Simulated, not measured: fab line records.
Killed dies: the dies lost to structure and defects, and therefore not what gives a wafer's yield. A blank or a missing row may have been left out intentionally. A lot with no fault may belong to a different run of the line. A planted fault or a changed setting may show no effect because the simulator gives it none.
A struck lot beside a sound one -- flow gf180mcu -- 13 out of 602 route steps
Sound: these wafers, L840.3, L840.5, L840.6. The struck wafers were L849.2, L849.3, L849.6. At the end, the cause is stated.
Order at every step that has rows: each side's tool, ch and its chambers, its first start. Under that, the readings that differ: sound wafers -- struck wafers -- difference of the means -- sigmas: that difference in standard deviations of wafers without a fault.
alike: same words and numbers on both sides, and readings whose means sit less than 2 such deviations apart. not compared: any withheld reading, any reading some wafer has no value for, any bound like >300 that may hide the same value, and any number with overlapping values for which the record gives no deviation.
Wherever a step has rows on one side only, a row that says differs or no value, or a row with sigmas, the two part there. Numbers that don't overlap but have no deviation are shown without sigmas and don't part them. A reading that every wafer of one side lacks parts them only if that side has two wafers or more.

GF_V3_CD_MEAS_14: the cd target is 260 nm.
  struck on cdSem-02, day 26 07:02; sound on cdSem-02, day 23 01:17
  alike: cdNm
GF_V3_OVL_MEAS_15:
  struck on overlay-01, day 26 07:08; sound on overlay-01, day 23 01:23
  alike: V3_OVL
GF_V3_ETCH_16: etches BARC in N2/H2.
  sound on rieDiel-03 ch 0,1, day 23 01:24; struck on rieDiel-03 ch 0,1,2, day 26 07:10
  alike: biasW, drypumpMotorCurrentA, oesProductAu, throttleValvePct
GF_V3_ETCH_17: etches SiO2 in C4F8/O2/Ar, stops on TiN, target depth 635 nm.
  sound on rieDiel-03 ch 0,1; struck on rieDiel-03 ch 0,1,2
  alike: biasW, oesProductAu
GF_V3_STRIP_18: strips in O2/N2.
  sound on plasmaAsher-03 ch 0,1, day 23 01:34; struck on plasmaAsher-04 ch 0,1, day 26 07:18
  alike: drypumpMotorCurrentA, heaterPowerW, oesProductAu
  not compared: rfHoursCounterH
then, 2 steps without rows for these wafers: GF_V3_STRIP_19 (strips in post etch residue remover, time 1200 s); GF_V3_CLEAN_20 (cleans in DIW).
GF_V3_SPUTTER_21: material Ti, target thk 15 nm, time 80.02 s.
  struck on pvdSputter-03, day 26 07:52; sound on pvdSputter-02, day 23 02:05
  alike: cathodeDcPowerW, throttleValvePct
GF_V3_SPUTTER_22: material TiN, target thk 10 nm, time 40 s.
  struck on pvdSputter-03, day 26 07:55; sound on pvdSputter-02, day 23 02:08
  alike: cathodeDcPowerW, throttleValvePct
then, 1 step without rows for these wafers: GF_V3_CVD_23 (deposits W, target thk 350 nm, time 104.9 s).
GF_V3_RS_MEAS_24: uses a four-point probe to measure.
  struck on filmMetro-01, day 26 08:05; sound on filmMetro-02, day 23 02:20
  alike: V3_W_RS
GF_V3_THK_MEAS_25: measures by xrf.
  struck on filmMetro-01, day 26 08:12; sound on filmMetro-02, day 23 02:26
  alike: V3_W_THK
GF_V3_CMP_26: polishes, stops on SiO2, t overpolish 15 s, target thk 0 nm.
  sound on cmp-02 ch 1,2, day 23 02:31; struck on cmp-02 ch 1,3, day 26 08:18
  no value came back on the struck wafers for any of 6 readings (edgeZonePressureFrac, headPressurePsi (psi) and others); on the sound wafers edgeZonePressureFrac reads 0.998 1.001 0.996
reading,sound,struck,difference,sigmas
model.W_of_V3_CVD_23.thkNm (nm),0 0 0,349.1 349.8 352.3,+350.4,
model.SiO2_of_V3_CVD_02.thkNm (nm),628.5 628.8 628.4,632.2 631.6 631.5,+3.2,

== WHERE THEY PART ==
At GF_V3_CMP_26 and nowhere else, as far as this record goes.

WHY: what had been put in by the simulator
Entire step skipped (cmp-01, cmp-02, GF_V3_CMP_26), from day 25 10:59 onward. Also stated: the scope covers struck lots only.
